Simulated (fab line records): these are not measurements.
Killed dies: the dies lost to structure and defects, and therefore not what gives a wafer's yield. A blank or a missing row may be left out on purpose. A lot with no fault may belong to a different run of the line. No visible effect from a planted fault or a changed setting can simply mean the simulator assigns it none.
Matching of chambers || flow sky130 || 4 sister chambers for SKY_VIA3_CMP_02 on cmp-01
The step polishes SiO2. 30 wafers are shown with their chamber, then 12 later ones without.

WAFERS PAIRED WITH THEIR CHAMBERS
{"wafer": "L075.2", "chamber": 2, "motorCurrentA (A)": 12.9, "edgeZonePressureFrac": 0.996, "platenRpm (rpm)": 60.02}
{"wafer": "L075.3", "chamber": 0, "motorCurrentA (A)": 10.1, "edgeZonePressureFrac": 1.006, "platenRpm (rpm)": 59.96}
{"wafer": "L075.4", "chamber": 1, "motorCurrentA (A)": 12.5, "edgeZonePressureFrac": 1.001, "platenRpm (rpm)": 59.96}
{"wafer": "L077.1", "chamber": 3, "motorCurrentA (A)": 11.8, "edgeZonePressureFrac": 1.002, "platenRpm (rpm)": 59.98}
{"wafer": "L077.4", "chamber": 0, "motorCurrentA (A)": 10.1, "edgeZonePressureFrac": 0.998, "platenRpm (rpm)": 60.06}
{"wafer": "L077.6", "chamber": 1, "motorCurrentA (A)": 13.1, "edgeZonePressureFrac": 1.012, "platenRpm (rpm)": 59.99}
{"wafer": "L080.2", "chamber": 1, "motorCurrentA (A)": 12.0, "edgeZonePressureFrac": 1.001, "platenRpm (rpm)": 60.05}
{"wafer": "L080.4", "chamber": 0, "motorCurrentA (A)": 10.5, "edgeZonePressureFrac": 0.995, "platenRpm (rpm)": 60.08}
{"wafer": "L080.6", "chamber": 3, "motorCurrentA (A)": 12.3, "edgeZonePressureFrac": 0.998, "platenRpm (rpm)": 60.03}
{"wafer": "L081.1", "chamber": 1, "motorCurrentA (A)": 12.2, "edgeZonePressureFrac": 0.989, "platenRpm (rpm)": 59.98}
{"wafer": "L081.4", "chamber": 0, "motorCurrentA (A)": 10.7, "edgeZonePressureFrac": 0.995, "platenRpm (rpm)": 59.99}
{"wafer": "L081.5", "chamber": 2, "motorCurrentA (A)": 12.9, "edgeZonePressureFrac": 1.000, "platenRpm (rpm)": 60.00}
{"wafer": "L082.2", "chamber": 1, "motorCurrentA (A)": 12.0, "edgeZonePressureFrac": 0.997, "platenRpm (rpm)": 60.00}
{"wafer": "L082.3", "chamber": 3, "motorCurrentA (A)": 11.9, "edgeZonePressureFrac": 1.008, "platenRpm (rpm)": 59.99}
{"wafer": "L082.6", "chamber": 0, "motorCurrentA (A)": 9.8, "edgeZonePressureFrac": 1.004, "platenRpm (rpm)": 59.96}
{"wafer": "L083.1", "chamber": 1, "motorCurrentA (A)": 12.7, "edgeZonePressureFrac": 1.000, "platenRpm (rpm)": 59.99}
{"wafer": "L083.5", "chamber": 2, "motorCurrentA (A)": 12.7, "edgeZonePressureFrac": 0.995, "platenRpm (rpm)": 60.00}
{"wafer": "L083.6", "chamber": 1, "motorCurrentA (A)": 11.6, "edgeZonePressureFrac": 0.992, "platenRpm (rpm)": 59.96}
{"wafer": "L086.1", "chamber": 0, "motorCurrentA (A)": 10.3, "edgeZonePressureFrac": 1.000, "platenRpm (rpm)": 59.99}
{"wafer": "L086.2", "chamber": 3, "motorCurrentA (A)": 12.3, "edgeZonePressureFrac": 1.004, "platenRpm (rpm)": 60.01}
{"wafer": "L086.6", "chamber": 0, "motorCurrentA (A)": 10.1, "edgeZonePressureFrac": 0.999, "platenRpm (rpm)": 59.97}
{"wafer": "L087.3", "chamber": 0, "motorCurrentA (A)": 10.1, "edgeZonePressureFrac": 1.004, "platenRpm (rpm)": 59.97}
{"wafer": "L087.4", "chamber": 2, "motorCurrentA (A)": 13.1, "edgeZonePressureFrac": 0.990, "platenRpm (rpm)": 60.05}
{"wafer": "L087.6", "chamber": 2, "motorCurrentA (A)": 13.0, "edgeZonePressureFrac": 0.999, "platenRpm (rpm)": 60.00}
{"wafer": "L088.2", "chamber": 3, "motorCurrentA (A)": 12.5, "edgeZonePressureFrac": 0.998, "platenRpm (rpm)": 59.97}
{"wafer": "L088.3", "chamber": 2, "motorCurrentA (A)": 12.8, "edgeZonePressureFrac": 0.992, "platenRpm (rpm)": 60.07}
{"wafer": "L088.5", "chamber": 0, "motorCurrentA (A)": 10.5, "edgeZonePressureFrac": 0.998, "platenRpm (rpm)": 60.03}
{"wafer": "L089.4", "chamber": 1, "motorCurrentA (A)": 11.9, "edgeZonePressureFrac": 0.997, "platenRpm (rpm)": 60.03}
{"wafer": "L089.5", "chamber": 1, "motorCurrentA (A)": 12.8, "edgeZonePressureFrac": 0.997, "platenRpm (rpm)": 60.05}
{"wafer": "L089.6", "chamber": 0, "motorCurrentA (A)": 10.4, "edgeZonePressureFrac": 0.996, "platenRpm (rpm)": 60.00}

SIGNATURES (averages over the wafers above)
{"reading": "motorCurrentA", "chamber 0": 10.260, "chamber 1": 12.311, "chamber 2": 12.900, "chamber 3": 12.160, "scatter within a chamber": 0.341}
{"reading": "edgeZonePressureFrac", "chamber 0": 0.99950, "chamber 1": 0.99844, "chamber 2": 0.99533, "chamber 3": 1.00200, "scatter within a chamber": 0.0049}
{"reading": "platenRpm", "chamber 0": 60.0010, "chamber 1": 60.0011, "chamber 2": 60.0233, "chamber 3": 59.9960, "scatter within a chamber": 0.0354}
Rule: for a wafer and a chamber, the distance is found by dividing, reading by reading, the gap between the wafer's reading and the chamber's mean by the reading's scatter, squaring, summing and taking the root. The wafer belongs to the nearest chamber; if the next one is less than 2 further off, it can't be placed. The scatter: the root of (the sum of the squares of (reading less its chamber's mean) over the shown wafers, divided by (wafers less chambers)).

WAFERS MISSING THEIR CHAMBER
{"wafer": "L092.3", "motorCurrentA (A)": 12.2, "edgeZonePressureFrac": 1.006, "platenRpm (rpm)": 60.02}
{"wafer": "L092.4", "motorCurrentA (A)": 12.1, "edgeZonePressureFrac": 1.004, "platenRpm (rpm)": 60.01}
{"wafer": "L092.5", "motorCurrentA (A)": 10.6, "edgeZonePressureFrac": 1.000, "platenRpm (rpm)": 59.95}
{"wafer": "L091.4", "motorCurrentA (A)": 10.7, "edgeZonePressureFrac": 1.001, "platenRpm (rpm)": 60.02}
{"wafer": "L091.5", "motorCurrentA (A)": 10.6, "edgeZonePressureFrac": 1.010, "platenRpm (rpm)": 60.02}
{"wafer": "L091.6", "motorCurrentA (A)": 12.6, "edgeZonePressureFrac": 1.001, "platenRpm (rpm)": 59.99}
{"wafer": "L093.2", "motorCurrentA (A)": 10.7, "edgeZonePressureFrac": 1.008, "platenRpm (rpm)": 59.98}
{"wafer": "L093.3", "motorCurrentA (A)": 12.3, "edgeZonePressureFrac": 0.998, "platenRpm (rpm)": 60.04}
{"wafer": "L093.4", "motorCurrentA (A)": 12.9, "edgeZonePressureFrac": 0.995, "platenRpm (rpm)": 59.99}
{"wafer": "L094.1", "motorCurrentA (A)": 10.0, "edgeZonePressureFrac": 0.997, "platenRpm (rpm)": 60.02}
{"wafer": "L094.4", "motorCurrentA (A)": 12.1, "edgeZonePressureFrac": 0.994, "platenRpm (rpm)": 60.04}
{"wafer": "L094.6", "motorCurrentA (A)": 12.1, "edgeZonePressureFrac": 0.999, "platenRpm (rpm)": 60.01}

WHICH CHAMBER EACH WENT THROUGH
{"wafer": "L092.3", "from the rows above": "can't be placed: 3 or 1 or 2", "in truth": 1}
{"wafer": "L092.4", "from the rows above": "can't be placed: 3 or 1", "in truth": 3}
{"wafer": "L092.5", "from the rows above": 0, "in truth": 0}
{"wafer": "L091.4", "from the rows above": 0, "in truth": 0}
{"wafer": "L091.5", "from the rows above": 0, "in truth": 0}
{"wafer": "L091.6", "from the rows above": "can't be placed: 1 or 3 or 2", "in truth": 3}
{"wafer": "L093.2", "from the rows above": 0, "in truth": 0}
{"wafer": "L093.3", "from the rows above": "can't be placed: 1 or 3 or 2", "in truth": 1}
{"wafer": "L093.4", "from the rows above": "can't be placed: 2 or 1 or 3", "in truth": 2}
{"wafer": "L094.1", "from the rows above": 0, "in truth": 0}
{"wafer": "L094.4", "from the rows above": "can't be placed: 1 or 3 or 2", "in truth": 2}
{"wafer": "L094.6", "from the rows above": "can't be placed: 1 or 3 or 2", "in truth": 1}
Correctly placed: 5 of 12. Not placeable from these rows: 7 (in 7, the candidates include the true chamber). 0 placed wrongly.
